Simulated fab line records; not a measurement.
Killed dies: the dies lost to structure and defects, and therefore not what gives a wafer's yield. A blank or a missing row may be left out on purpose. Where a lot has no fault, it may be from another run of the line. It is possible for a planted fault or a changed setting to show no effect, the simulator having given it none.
fab line records | flow sky130
record: lots: 5 | wafers: 15 | last_day: 50
route steps=708 shown LDD_P@257 LDD_HVN@267 LDD_HVP@278 LDD_LDN@289 SD_P@331 RES_XHIGH@341 PAD_OPEN@708
lots untouched by any fault: they come from a run of this same line in which no faults occurred
start_h: hours from the record's opening day to when the first of the lot's shown wafers began | wait_h: how many hours have passed since the lot's step before this one | " repeats the value in the row above | L1.1+2: a row that stands for several wafers | - no value, or no start given | * or withheld: withheld | < > ~ a bound
route shown NAME@n: a module of which the file shows steps, and the number in the route of the first | usual: mean/standard deviation taken from wafers without a fault | same: alike in all rows | chamber/n: place in a boat | sites: per-site readings | _std_site: their standard deviation | _edge_site: the outer-site mean with the inner-site mean subtracted | radius_mm: how far each site lies from the wafer's centre | mask NAME#n: copy n | behind: the last tool/chamber to shape the wafer | hold: the reason the lot was held/the length of the hold in hours/how it ended | device: whichever transistor did not switch (one of n, p or np) | end of line: the same wafers' tests at the end of the route | where a step has no rows: the recipe by itself | killed: at the first sort, the dies lost to defects and structure; wafer yield is something else | map: dies across one wafer; x = killed, . = not, _ = none there
set.NAME: the setting that was run; set.NAME@STEP: the one run at that earlier step | model.NAME: the simulator's own value behind a step, which no gauge read
lots at some steps of the route; a table a step, a row a wafer
== steps ==
step: SKY_LDD_P_COAT_02
recipe: resist: NOVOLAK | spin_rpm: 3000 | resist_thk_nm: 1140
step: SKY_LDD_P_SOFTBAKE_03
recipe: temp_c: 90 | time_s: 60 | resist: NOVOLAK
step: SKY_LDD_P_EXPOSE_04
recipe: mask_id: PSDM | na: 0.6 | source_shape: conventional | sigma_outer: 0.6 | polarization: unpolarized | target_cd_nm: 380 | dose_mj: 138
step: SKY_LDD_P_PEB_05
recipe: temp_c: withheld | time_s: * | resist: NOVOLAK
step: SKY_LDD_P_DEVELOP_06
recipe: resist: NOVOLAK | developer: TMAH | develop_time_s: 60 | dev_temp_c: 23
step: SKY_LDD_P_IMPLANT_09
recipe: species: BF2 | energy_kev: 25 | dose_cm2: 1.022e+13 | tilt_deg: withheld
step: SKY_LDD_P_STRIP_10
recipe: chemistry: O2/N2 | power_w: 1400 | pressure_mtorr: 1500 | platen_temp_c: withheld | o2_flow_sccm: 3000 | n2_flow_sccm: 300 | overash_fraction: 0.5
step: SKY_LDD_HVN_DEHYDRATE_00
recipe: temp_c: 200 | time_s: 60
step: SKY_LDD_HVN_HMDS_01
recipe: prime_time_s: 60 | prime_temp_c: 120
step: SKY_LDD_HVN_COAT_02
recipe: resist: NOVOLAK | spin_rpm: 3000 | resist_thk_nm: 300
usual: chill_plate_temp_C: 23.00/0.11 | dispense_pressure_kPa: 46.4/2.7
lot.wafer | tool           | chamber | start_h | wait_h | chill_plate_temp_C | dispense_pressure_kPa
L517.3    | litho_track-01 | 0       | 538.45  | 0.1    | 23.37              | 49.1
L517.4    | "              | 0       | "       | "      | 23.10              | 49.1
L517.6    | "              | 0       | "       | "      | 23.14              | 49.1
L523.1    | litho_track-01 | -       | 584.35  | 0.1    | -                  | -
L523.4    | "              | -       | "       | "      | -                  | -
L523.6    | "              | -       | "       | "      | -                  | -
L525.1    | litho_track-02 | -       | 636.03  | 0.1    | -                  | -
L525.4    | "              | -       | "       | "      | -                  | -
L525.6    | "              | -       | "       | "      | -                  | -
L524.2    | litho_track-01 | -       | 638.87  | 0.1    | -                  | -
L524.5    | "              | -       | "       | "      | -                  | -
L524.6    | "              | -       | "       | "      | -                  | -
L526.3    | litho_track-03 | 0       | 641.30  | 0.1    | 22.95              | 43.0
L526.5    | "              | 0       | "       | "      | 22.99              | 43.0
L526.6    | "              | 0       | "       | "      | 22.92              | 42.9
step: SKY_LDD_HVN_SOFTBAKE_03
recipe: temp_c: 90 | time_s: 60 | resist: NOVOLAK
step: SKY_LDD_HVN_EXPOSE_04
recipe: mask_id: HVNTM | na: 0.6 | source_shape: conventional | sigma_outer: 0.6 | polarization: unpolarized | target_cd_nm: 700 | dose_mj: 127
step: SKY_LDD_HVN_PEB_05
recipe: temp_c: withheld | time_s: * | resist: NOVOLAK
step: SKY_LDD_HVN_DEVELOP_06
recipe: resist: NOVOLAK | developer: TMAH | develop_time_s: 60 | dev_temp_c: 23
step: SKY_LDD_HVN_OVL_MEAS_07
usual: LDD_HVN_OVL: 0.4/1.4
lot.wafer | tool       | chamber | start_h | wait_h | LDD_HVN_OVL[nm]
L517.3    | overlay-02 | -       | 554.54  | 0.1    | 0.1
L517.4    | "          | -       | "       | "      | -0.7
L517.6    | "          | -       | "       | "      | -0.8
L523.1    | overlay-02 | -       | 598.80  | 0.1    | -
L523.4    | "          | -       | "       | "      | -
L523.6    | "          | -       | "       | "      | -
L525.1    | overlay-02 | -       | 649.88  | 0.1    | -
L525.4    | "          | -       | "       | "      | -
L525.6    | "          | -       | "       | "      | -
L524.2    | overlay-02 | -       | 652.51  | 0.1    | -
L524.5    | "          | -       | "       | "      | -
L524.6    | "          | -       | "       | "      | -
L526.3    | overlay-02 | -       | 655.06  | 0.1    | 0.8
L526.5    | "          | -       | "       | "      | 0.2
L526.6    | "          | -       | "       | "      | 0.0
step: SKY_LDD_HVN_IMPLANT_08
recipe: species: P | energy_kev: 60 | dose_cm2: 3e+13 | tilt_deg: 40
step: SKY_LDD_HVN_STRIP_09
recipe: chemistry: O2/N2 | power_w: 1400 | pressure_mtorr: 1500 | platen_temp_c: withheld | o2_flow_sccm: 3000 | n2_flow_sccm: 300 | overash_fraction: 0.5
step: SKY_LDD_HVP_DEHYDRATE_00
recipe: temp_c: 200 | time_s: 60
step: SKY_LDD_HVP_HMDS_01
recipe: prime_time_s: 60 | prime_temp_c: 120
step: SKY_LDD_HVP_COAT_02
recipe: resist: NOVOLAK | spin_rpm: 3000 | resist_thk_nm: 300
step: SKY_LDD_HVP_SOFTBAKE_03
recipe: temp_c: 90 | time_s: 60 | resist: NOVOLAK
step: SKY_LDD_HVP_EXPOSE_04
recipe: mask_id: HVPTM | na: 0.6 | source_shape: conventional | sigma_outer: 0.6 | polarization: unpolarized | target_cd_nm: 700 | dose_mj: 86
step: SKY_LDD_HVP_PEB_05
recipe: temp_c: withheld | time_s: * | resist: NOVOLAK
step: SKY_LDD_HVP_DEVELOP_06
recipe: resist: NOVOLAK | developer: TMAH | develop_time_s: 60 | dev_temp_c: 23
step: SKY_LDD_HVP_IMPLANT_08
recipe: species: B | energy_kev: 20 | dose_cm2: 1.7e+13 | tilt_deg: 17.9
step: SKY_LDD_HVP_STRIP_09
recipe: chemistry: O2/N2 | power_w: 1400 | pressure_mtorr: 1500 | platen_temp_c: withheld | o2_flow_sccm: 3000 | n2_flow_sccm: 300 | overash_fraction: 0.5
step: SKY_LDD_HVP_TW_MEAS_10
usual: LDD_HVP_TW: 456/4.9
lot.wafer | tool          | chamber | start_h | wait_h | LDD_HVP_TW
L517.3    | film_metro-02 | -       | 584.38  | 0.1    | 449
L517.4    | "             | -       | "       | "      | 452
L517.6    | "             | -       | "       | "      | 451
L523.1    | film_metro-02 | -       | 627.24  | 0.1    | 1441
L523.4    | "             | -       | "       | "      | 1442
L523.6    | "             | -       | "       | "      | 1434
L525.1    | film_metro-01 | -       | 678.44  | 0.1    | 1443
L525.4    | "             | -       | "       | "      | 1440
L525.6    | "             | -       | "       | "      | 1438
L524.2    | film_metro-04 | -       | 681.10  | 0.1    | 1469
L524.5    | "             | -       | "       | "      | 1464
L524.6    | "             | -       | "       | "      | 1470
L526.3    | film_metro-01 | -       | 683.33  | 0.1    | 453
L526.5    | "             | -       | "       | "      | 452
L526.6    | "             | -       | "       | "      | 453
step: SKY_LDD_LDN_DEHYDRATE_00
recipe: temp_c: 200 | time_s: 60
step: SKY_LDD_LDN_HMDS_01
recipe: prime_time_s: 60 | prime_temp_c: 120
step: SKY_LDD_LDN_COAT_02
recipe: resist: NOVOLAK | spin_rpm: 3000 | resist_thk_nm: 1140
step: SKY_LDD_LDN_SOFTBAKE_03
recipe: temp_c: 89.2 | time_s: 60 | resist: NOVOLAK
step: SKY_LDD_LDN_EXPOSE_04
recipe: mask_id: LDNTM | na: 0.6 | source_shape: conventional | sigma_outer: 0.6 | polarization: unpolarized | target_cd_nm: 700 | dose_mj: 140
step: SKY_LDD_LDN_PEB_05
recipe: temp_c: withheld | time_s: * | resist: NOVOLAK
step: SKY_LDD_LDN_DEVELOP_06
recipe: resist: NOVOLAK | developer: TMAH | develop_time_s: 60 | dev_temp_c: 23
step: SKY_LDD_LDN_IMPLANT_08
recipe: species: As | energy_kev: 15 | dose_cm2: 1.25e+13 | tilt_deg: withheld | rotation_deg: 23
step: SKY_LDD_LDN_IMPLANT_09
recipe: species: As | energy_kev: 15 | dose_cm2: 1.25e+13 | tilt_deg: withheld | rotation_deg: 113
step: SKY_LDD_LDN_TW_MEAS_13
usual: LDD_LDN_TW: 1485/14
lot.wafer | tool          | chamber | start_h | wait_h | LDD_LDN_TW
L517.3    | film_metro-03 | -       | 613.46  | 0.1    | 1477
L517.4    | "             | -       | "       | "      | 1473
L517.6    | "             | -       | "       | "      | 1484
L523.1    | film_metro-03 | -       | 656.34  | 0.1    | 1824
L523.4    | "             | -       | "       | "      | 1820
L523.6    | "             | -       | "       | "      | 1825
L525.1    | film_metro-02 | -       | 707.39  | 0.1    | 1797
L525.4    | "             | -       | "       | "      | 1801
L525.6    | "             | -       | "       | "      | 1797
L524.2    | film_metro-03 | -       | 710.05  | 0.1    | 1817
L524.5    | "             | -       | "       | "      | 1816
L524.6    | "             | -       | "       | "      | 1821
L526.3    | film_metro-03 | -       | 712.90  | 0.1    | 1486
L526.5    | "             | -       | "       | "      | 1485
L526.6    | "             | -       | "       | "      | 1483
step: SKY_SD_P_TW_MEAS_11
usual: SD_P_TW: 2810/15
lot.wafer | tool          | chamber | start_h | wait_h | SD_P_TW
L517.3    | film_metro-02 | -       | 672.67  | 0.1    | 2819
L517.4    | "             | -       | "       | "      | 2801
L517.6    | "             | -       | "       | "      | 2823
L523.1    | film_metro-01 | -       | 716.83  | 0.1    | 2889
L523.4    | "             | -       | "       | "      | 2904
L523.6    | "             | -       | "       | "      | 2910
L525.1    | film_metro-01 | -       | 763.98  | 0.1    | 2887
L525.4    | "             | -       | "       | "      | 2886
L525.6    | "             | -       | "       | "      | 2879
L524.2    | film_metro-02 | -       | 766.27  | 0.1    | 2907
L524.5    | "             | -       | "       | "      | 2879
L524.6    | "             | -       | "       | "      | 2885
L526.3    | film_metro-01 | -       | 769.56  | 0.1    | 2824
L526.5    | "             | -       | "       | "      | 2819
L526.6    | "             | -       | "       | "      | 2830
step: SKY_RES_XHIGH_TW_MEAS_09
usual: RES_XHIGH_TW: 1632/9.4
lot.wafer | tool          | chamber | start_h | wait_h | RES_XHIGH_TW
L517.3    | film_metro-01 | -       | 700.55  | 0.1    | 1627
L517.4    | "             | -       | "       | "      | 1620
L517.6    | "             | -       | "       | "      | 1635
L523.1    | film_metro-01 | -       | 743.35  | 0.1    | 1916
L523.4    | "             | -       | "       | "      | 1912
L523.6    | "             | -       | "       | "      | 1909
L525.1    | film_metro-03 | -       | 790.03  | 0.1    | 1925
L525.4    | "             | -       | "       | "      | 1925
L525.6    | "             | -       | "       | "      | 1909
L524.2    | film_metro-02 | -       | 792.84  | 0.1    | 1889
L524.5    | "             | -       | "       | "      | 1895
L524.6    | "             | -       | "       | "      | 1905
L526.3    | film_metro-03 | -       | 796.02  | 0.1    | 1647
L526.5    | "             | -       | "       | "      | 1648
L526.6    | "             | -       | "       | "      | 1646
step: SKY_PAD_OPEN_PROBE_99
usual: killed_at_M0_to_M3: 44/7.1 | killed_at_M4_up: 3.1/1.8 | killed_at_contacts: 24/5.3 | killed_at_front_end: 15/4.5 | killed_at_other: 0.2/0.42 | killed_dies: 86/9.6 | killed_on_rim: 17/4 | killed_open: 46/6.9 | killed_short: 40/6.4
same: gross_dies: 492 | killed_at_back_side: 0
lot.wafer | tool      | chamber | start_h | wait_h | killed_at_M0_to_M3 | killed_at_M4_up | killed_at_contacts | killed_at_front_end | killed_at_other | killed_dies | killed_on_rim | killed_open | killed_short
L517.3    | prober-01 | -       | 1134.51 | 0.2    | 32                 | 2               | 22                 | 10                  | 0               | 66          | 18            | 43          | 23
L517.4    | prober-01 | -       | 1134.56 | 0.2    | 48                 | 1               | 26                 | 17                  | 1               | 93          | 18            | 40          | 53
L517.6    | prober-01 | -       | 1134.66 | 0.2    | 42                 | 1               | 25                 | 12                  | 0               | 80          | 13            | 47          | 33
L523.1    | prober-01 | -       | 1161.47 | 0.1    | 61                 | 2               | 28                 | 400                 | 1               | 492         | 96            | 58          | 46
L523.4    | prober-01 | -       | 1161.62 | 0.2    | 41                 | 1               | 31                 | 419                 | 0               | 492         | 96            | 53          | 34
L523.6    | prober-01 | -       | 1161.72 | 0.2    | 44                 | 3               | 26                 | 419                 | 0               | 492         | 96            | 42          | 50
L525.1    | prober-02 | -       | 1191.04 | 0.1    | 50                 | 5               | 40                 | 397                 | 0               | 492         | 96            | 62          | 49
L525.4    | prober-02 | -       | 1191.19 | 0.2    | 50                 | 1               | 22                 | 419                 | 0               | 492         | 96            | 44          | 41
L525.6    | prober-02 | -       | 1191.29 | 0.2    | 38                 | 2               | 25                 | 427                 | 0               | 492         | 96            | 43          | 38
L524.2    | prober-01 | -       | 1194.35 | 0.1    | 38                 | 11              | 26                 | 417                 | 0               | 492         | 96            | 41          | 43
L524.5    | prober-01 | -       | 1194.50 | 0.2    | 32                 | 0               | 18                 | 442                 | 0               | 492         | 96            | 39          | 29
L524.6    | prober-01 | -       | 1194.55 | 0.2    | 42                 | 2               | 17                 | 431                 | 0               | 492         | 96            | 42          | 30
killed by level:class
L517.3 LI_CONTACT:geometric_particle:open=9 CONTACT:geometric_particle:open=7 VIA1:geometric_particle:open=7 VIA2:geometric_particle:open=6 CONTACT:geometric_particle:short=5 POLY_GATE:geometric_particle:open=4 METAL1:geometric_particle:short=3 VIA1:geometric_particle:short=3
L517.4 CONTACT:geometric_particle:short=10 CONTACT:geometric_particle:open=8 VIA1:geometric_particle:short=8 FIELD_ISO:geometric_particle:open=7 VIA3:geometric_particle:open=7 METAL1:geometric_particle:short=7 VIA1:geometric_particle:open=7 LOCAL_INTERCONNECT:geometric_particle:short=6
L517.6 LI_CONTACT:geometric_particle:open=12 METAL1:geometric_particle:short=9 VIA1:geometric_particle:open=7 CONTACT:geometric_particle:open=5 VIA3:geometric_particle:open=5 CONTACT:geometric_particle:short=4 METAL2:geometric_particle:short=4 VIA2:geometric_particle:open=4
L523.1 LDD_HVN:area_expose=388 VIA1:geometric_particle:open=17 CONTACT:geometric_particle:open=10 VIA1:geometric_particle:short=9 LI_CONTACT:geometric_particle:open=8 CONTACT:geometric_particle:short=7 METAL2:geometric_particle:short=7 VIA3:geometric_particle:open=7
L523.4 LDD_HVN:area_expose=405 LI_CONTACT:geometric_particle:open=11 CONTACT:geometric_particle:open=11 VIA1:geometric_particle:open=8 FIELD_ISO:geometric_particle:short=6 VIA3:geometric_particle:open=6 VIA2:geometric_particle:open=6 METAL1:geometric_particle:short=5
L523.6 LDD_HVN:area_expose=400 CONTACT:geometric_particle:short=10 VIA1:geometric_particle:short=8 VIA2:geometric_particle:open=8 CONTACT:geometric_particle:open=7 METAL1:geometric_particle:short=7 VIA1:geometric_particle:open=7 FIELD_ISO:geometric_particle:short=5
L525.1 LDD_HVN:area_expose=381 CONTACT:geometric_particle:open=12 LI_CONTACT:geometric_particle:open=11 VIA3:geometric_particle:open=10 VIA1:geometric_particle:open=8 METAL3:geometric_particle:short=7 FIELD_ISO:geometric_particle:open=6 LI_CONTACT:geometric_particle:short=5
L525.4 LDD_HVN:area_expose=407 VIA1:geometric_particle:open=10 CONTACT:geometric_particle:open=9 VIA1:geometric_particle:short=9 VIA3:geometric_particle:open=7 CONTACT:geometric_particle:short=6 VIA2:geometric_particle:open=6 LI_CONTACT:geometric_particle:open=5
L525.6 LDD_HVN:area_expose=411 VIA2:geometric_particle:open=9 CONTACT:geometric_particle:open=8 FIELD_ISO:geometric_particle:open=6 VIA1:geometric_particle:open=6 POLY_GATE:geometric_particle:short=5 LI_CONTACT:geometric_particle:open=5 LOCAL_INTERCONNECT:geometric_particle:short=5
L524.2 LDD_HVN:area_expose=408 VIA1:geometric_particle:open=11 CONTACT:geometric_particle:open=10 METAL4:geometric_particle:short=8 VIA1:geometric_particle:short=6 LI_CONTACT:geometric_particle:open=5 VIA2:geometric_particle:open=5 LOCAL_INTERCONNECT:geometric_particle:short=4
L524.5 LDD_HVN:area_expose=424 VIA1:geometric_particle:open=9 LI_CONTACT:geometric_particle:open=7 FIELD_ISO:geometric_particle:short=6 CONTACT:geometric_particle:open=5 VIA2:geometric_particle:open=5 POLY_GATE:geometric_particle:short=4 VIA1:geometric_particle:short=4
L524.6 LDD_HVN:area_expose=420 LI_CONTACT:geometric_particle:open=11 VIA1:geometric_particle:open=7 VIA1:geometric_particle:short=7 VIA3:geometric_particle:open=5 METAL1:geometric_particle:open=4 VIA2:geometric_particle:open=4 POLY_GATE:geometric_particle:open=3
map L523.1 (x killed, . not)
__________xxxxxxxxxx_________
________xxxxxxxxxxxxxx_______
______xxxxxxxxxxxxxxxxxx_____
_____xxxxxxxxxxxxxxxxxxxx____
____xxxxxxxxxxxxxxxxxxxxxx___
___xxxxxxxxxxxxxxxxxxxxxxxx__
__xxxxxxxxxxxxxxxxxxxxxxxxxx_
_xxxxxxxxxxxxxxxxxxxxxxxxxxxx
_xxxxxxxxxxxxxxxxxxxxxxxxxxxx
_xxxxxxxxxxxxxxxxxxxxxxxxxxxx
_xxxxxxxxxxxxxxxxxxxxxxxxxxxx
_xxxxxxxxxxxxxxxxxxxxxxxxxxxx
_xxxxxxxxxxxxxxxxxxxxxxxxxxxx
_xxxxxxxxxxxxxxxxxxxxxxxxxxxx
_xxxxxxxxxxxxxxxxxxxxxxxxxxxx
__xxxxxxxxxxxxxxxxxxxxxxxxxx_
___xxxxxxxxxxxxxxxxxxxxxxxx__
____xxxxxxxxxxxxxxxxxxxxxx___
_____xxxxxxxxxxxxxxxxxxxx____
______xxxxxxxxxxxxxxxxxx_____
________xxxxxxxxxxxxxx_______
__________xxxxxxxxxx_________
map L524.2 (x killed, . not)
__________xxxxxxxxxx_________
________xxxxxxxxxxxxxx_______
______xxxxxxxxxxxxxxxxxx_____
_____xxxxxxxxxxxxxxxxxxxx____
____xxxxxxxxxxxxxxxxxxxxxx___
___xxxxxxxxxxxxxxxxxxxxxxxx__
__xxxxxxxxxxxxxxxxxxxxxxxxxx_
_xxxxxxxxxxxxxxxxxxxxxxxxxxxx
_xxxxxxxxxxxxxxxxxxxxxxxxxxxx
_xxxxxxxxxxxxxxxxxxxxxxxxxxxx
_xxxxxxxxxxxxxxxxxxxxxxxxxxxx
_xxxxxxxxxxxxxxxxxxxxxxxxxxxx
_xxxxxxxxxxxxxxxxxxxxxxxxxxxx
_xxxxxxxxxxxxxxxxxxxxxxxxxxxx
_xxxxxxxxxxxxxxxxxxxxxxxxxxxx
__xxxxxxxxxxxxxxxxxxxxxxxxxx_
___xxxxxxxxxxxxxxxxxxxxxxxx__
____xxxxxxxxxxxxxxxxxxxxxx___
_____xxxxxxxxxxxxxxxxxxxx____
______xxxxxxxxxxxxxxxxxx_____
________xxxxxxxxxxxxxx_______
__________xxxxxxxxxx_________
== key ==
first_sign: step: SKY_LDD_HVN_COAT_02 | reading: tool_record | direction: missing
effect: step: SKY_LDD_HVN_OVL_MEAS_07 | reading: LDD_HVN_OVL | direction: missing
effect: step: SKY_LDD_HVP_TW_MEAS_10 | reading: LDD_HVP_TW | direction: up | sigmas: 99+ | usual: 456 | struck: 1449
effect: step: SKY_LDD_LDN_TW_MEAS_13 | reading: LDD_LDN_TW | direction: up | sigmas: 23 | usual: 1485 | struck: 1813
effect: step: SKY_SD_P_TW_MEAS_11 | reading: SD_P_TW | direction: up | sigmas: 5.3 | usual: 2810 | struck: 2892
effect: step: SKY_RES_XHIGH_TW_MEAS_09 | reading: RES_XHIGH_TW | direction: up | sigmas: 30 | usual: 1632 | struck: 1909
effect: step: SKY_PAD_OPEN_PROBE_99 | reading: killed_at_front_end | direction: up | sigmas: 90 | usual: 15 | struck: 419
more_kills_born_at: SKY_LDD_HVN_EXPOSE_04@iline_stepper-01: 3644
met_at SKY_LDD_HVN_COAT_02
struck_wafers L523.1,L523.4,L523.6,L524.2,L524.5,L524.6,L525.1,L525.4,L525.6
tester_left_out L523,L524,L525
onset_between 538.45 584.35
fault: kind: skipped_step_whole | tool: litho_track-01,litho_track-02 | chamber: - | onset_h: 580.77 | steps: SKY_LDD_HVN_COAT_02 | scope: struck_lots_only
tester_left_out: of these lots the tester's yield and bins aren't shown, on N5 and GAA mostly nor the transistor test; their killed dies are dies lost to structure and defects alone, not to doping, threshold or leakage, so they don't give the yield
